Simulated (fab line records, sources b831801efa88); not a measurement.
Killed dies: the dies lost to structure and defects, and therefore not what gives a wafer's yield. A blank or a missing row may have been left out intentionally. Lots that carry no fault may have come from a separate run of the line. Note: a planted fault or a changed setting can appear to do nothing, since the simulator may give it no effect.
What tool caused it? || flow sky130 || Sampling: 10 lots, 30 wafers, 4 of 708 route steps

WHAT THE GAUGES READ, wafer by wafer
SKY_VIA1_OVL_MEAS_13. Usual: for VIA1_OVL the level is -3 nm and the standard deviation is 5.7.
{"lot": "L396", "measured": "day 33 21:46", "on": "overlay-01", "VIA1_OVL (nm)": "-12 -6 -3", "flag": ""}
{"lot": "L398", "measured": "day 34 16:24", "on": "overlay-02", "VIA1_OVL (nm)": "-10 0 -7", "flag": ""}
{"lot": "L400", "measured": "day 35 07:38", "on": "overlay-02", "VIA1_OVL (nm)": "-5 -2 -6", "flag": ""}
{"lot": "L401", "measured": "day 35 17:14", "on": "overlay-02", "VIA1_OVL (nm)": "0 9 -5", "flag": ""}
{"lot": "L405", "measured": "day 38 08:10", "on": "overlay-01", "VIA1_OVL (nm)": "-2 -1 0", "flag": ""}
{"lot": "L407", "measured": "day 38 11:01", "on": "overlay-01", "VIA1_OVL (nm)": "-3 -10 -5", "flag": ""}
{"lot": "L409", "measured": "day 38 11:14", "on": "overlay-02", "VIA1_OVL (nm)": "-2 -5 4", "flag": ""}
{"lot": "L408", "measured": "day 38 13:45", "on": "overlay-01", "VIA1_OVL (nm)": "-5 -14 -3", "flag": ""}
{"lot": "L414", "measured": "day 39 13:59", "on": "overlay-01", "VIA1_OVL (nm)": "-5 -8 -11", "flag": ""}
{"lot": "L419", "measured": "day 41 16:08", "on": "overlay-01", "VIA1_OVL (nm)": "-6 -7 -3", "flag": ""}

SKY_VIA1_RS_MEAS_22: measures by four-point-probe. Usual: for VIA1_W_RS the level is 0.425 ohm/sq and the standard deviation is 0.0049.
{"lot": "L396", "measured": "day 33 22:39", "on": "film_metro-01", "VIA1_W_RS (ohm/sq)": "0.427 0.429 0.427", "flag": ""}
{"lot": "L398", "measured": "day 34 17:20", "on": "film_metro-04", "VIA1_W_RS (ohm/sq)": "0.428 0.425 0.428", "flag": ""}
{"lot": "L400", "measured": "day 35 08:30", "on": "film_metro-02", "VIA1_W_RS (ohm/sq)": "0.423 0.424 0.420", "flag": ""}
{"lot": "L401", "measured": "day 35 18:07", "on": "film_metro-02", "VIA1_W_RS (ohm/sq)": "0.417 0.417 0.423", "flag": ""}
{"lot": "L405", "measured": "day 38 09:02", "on": "film_metro-02", "VIA1_W_RS (ohm/sq)": "0.432 0.432 0.432", "flag": ""}
{"lot": "L407", "measured": "day 38 11:55", "on": "film_metro-01", "VIA1_W_RS (ohm/sq)": "0.435 0.432 0.432", "flag": ""}
{"lot": "L409", "measured": "day 38 12:09", "on": "film_metro-02", "VIA1_W_RS (ohm/sq)": "0.424 0.432 0.324 0.425 0.434 0.325", "flag": "OFF"}
{"lot": "L408", "measured": "day 38 14:40", "on": "film_metro-04", "VIA1_W_RS (ohm/sq)": "0.321 0.322 0.427 0.321 0.323 0.426", "flag": "OFF"}
{"lot": "L414", "measured": "day 39 14:52", "on": "film_metro-01", "VIA1_W_RS (ohm/sq)": "0.428 0.434 0.425", "flag": ""}
{"lot": "L419", "measured": "day 41 17:05", "on": "film_metro-01", "VIA1_W_RS (ohm/sq)": "0.429 0.428 0.427", "flag": ""}

SKY_VIA1_THK_MEAS_23: measures by xrf. Usual: for VIA1_W_THK the level is 269 nm and the standard deviation is 4.2.
{"lot": "L396", "measured": "day 33 22:46", "on": "film_metro-01", "VIA1_W_THK (nm)": "272 272 271", "flag": ""}
{"lot": "L398", "measured": "day 34 17:26", "on": "film_metro-04", "VIA1_W_THK (nm)": "267 268 268", "flag": ""}
{"lot": "L400", "measured": "day 35 08:37", "on": "film_metro-02", "VIA1_W_THK (nm)": "268 267 271", "flag": ""}
{"lot": "L401", "measured": "day 35 18:14", "on": "film_metro-02", "VIA1_W_THK (nm)": "273 272 268", "flag": ""}
{"lot": "L405", "measured": "day 38 09:09", "on": "film_metro-02", "VIA1_W_THK (nm)": "263 262 263", "flag": ""}
{"lot": "L407", "measured": "day 38 12:02", "on": "film_metro-01", "VIA1_W_THK (nm)": "263 266 266", "flag": ""}
{"lot": "L409", "measured": "day 38 14:14", "on": "film_metro-02", "VIA1_W_THK (nm)": "266 260 349 267 261 347", "flag": "OFF"}
{"lot": "L408", "measured": "day 38 18:10", "on": "film_metro-04", "VIA1_W_THK (nm)": "352 350 267 354 350 266", "flag": "OFF"}
{"lot": "L414", "measured": "day 39 14:59", "on": "film_metro-01", "VIA1_W_THK (nm)": "270 268 275", "flag": ""}
{"lot": "L419", "measured": "day 41 17:13", "on": "film_metro-01", "VIA1_W_THK (nm)": "269 269 271", "flag": ""}

EACH LOT AND THE TOOL THAT RAN IT (in order: tool; ch and the chambers of the sampled wafers; start)
{"lot": "L396", "SKY_VIA1_CVD_21": "cvd_w-02 ch 0,1, day 33 22:32"}
{"lot": "L398", "SKY_VIA1_CVD_21": "cvd_w-01 ch 0,1, day 34 17:14"}
{"lot": "L400", "SKY_VIA1_CVD_21": "cvd_w-01 ch 0,1, day 35 08:25"}
{"lot": "L401", "SKY_VIA1_CVD_21": "cvd_w-01 ch 0,1, day 35 18:01"}
{"lot": "L405", "SKY_VIA1_CVD_21": "cvd_w-02 ch 0,1, day 38 08:56"}
{"lot": "L407", "SKY_VIA1_CVD_21": "cvd_w-02 ch 1, day 38 11:49"}
{"lot": "L409", "SKY_VIA1_CVD_21": "cvd_w-02 ch 0,1, day 38 12:03"}
{"lot": "L408", "SKY_VIA1_CVD_21": "cvd_w-02 ch 0,1, day 38 14:34"}
{"lot": "L414", "SKY_VIA1_CVD_21": "cvd_w-01 ch 0, day 39 14:46"}
{"lot": "L419", "SKY_VIA1_CVD_21": "cvd_w-02 ch 0,1, day 41 16:59"}
- SKY_VIA1_CVD_21: deposits W, target thk 270 nm, time 80.902 s.

WHAT THE TOOLS THEMSELVES READ (means of the sampled wafers that have a number; where no wafer has one, the mark that the record gives instead)
SKY_VIA1_CVD_21. Usual: heater_power_outer_w 582 W, standard deviation 33; heater_power_w 953 W, standard deviation 57.
{"lot": "L396", "tool": "cvd_w-02", "heater_power_outer_w (W)": 599, "heater_power_w (W)": 995, "flag": ""}
{"lot": "L398", "tool": "cvd_w-01", "heater_power_outer_w (W)": 587, "heater_power_w (W)": 908, "flag": ""}
{"lot": "L400", "tool": "cvd_w-01", "heater_power_outer_w (W)": 558, "heater_power_w (W)": 893, "flag": ""}
{"lot": "L401", "tool": "cvd_w-01", "heater_power_outer_w (W)": 565, "heater_power_w (W)": 892, "flag": ""}
{"lot": "L405", "tool": "cvd_w-02", "heater_power_outer_w (W)": 599, "heater_power_w (W)": 1023, "flag": ""}
{"lot": "L407", "tool": "cvd_w-02", "heater_power_outer_w (W)": 618, "heater_power_w (W)": 1023, "flag": ""}
{"lot": "L409", "tool": "cvd_w-02", "heater_power_outer_w (W)": 607, "heater_power_w (W)": 1012, "flag": ""}
{"lot": "L408", "tool": "cvd_w-02", "heater_power_outer_w (W)": 592, "heater_power_w (W)": 1011, "flag": ""}
{"lot": "L414", "tool": "cvd_w-01", "heater_power_outer_w (W)": 531, "heater_power_w (W)": 878, "flag": ""}
{"lot": "L419", "tool": "cvd_w-02", "heater_power_outer_w (W)": 593, "heater_power_w (W)": 982, "flag": ""}

THE ANSWER, worked out from the rows above alone
Rule: take the mean of a lot's wafers that have a number; if it is more than 3 standard deviations from the usual mean, the lot is off. Also off: a lot with no number at a reading for which 4 or more lots have one. Where the step has rows for the other lots, those lots are counted as sound. The gauges are gone through in route order, then the tools' own readings, and for those a lot's mean is taken as printed above. At the first step where some lot is off, the reading lying furthest off is the one used; lots without a number count as furthest.
Off: L409, L408, seen at SKY_VIA1_RS_MEAS_22 (VIA1_W_RS).
If a tool, at a process step before that reading, ran all the lots that are off and no sound lot after the first of them, it fits. Gauges at SKY_VIA1_RS_MEAS_22: tried the same way as those tools. Of those tried, none fits.

WHAT HAD BEEN PUT IN BY THE SIMULATOR
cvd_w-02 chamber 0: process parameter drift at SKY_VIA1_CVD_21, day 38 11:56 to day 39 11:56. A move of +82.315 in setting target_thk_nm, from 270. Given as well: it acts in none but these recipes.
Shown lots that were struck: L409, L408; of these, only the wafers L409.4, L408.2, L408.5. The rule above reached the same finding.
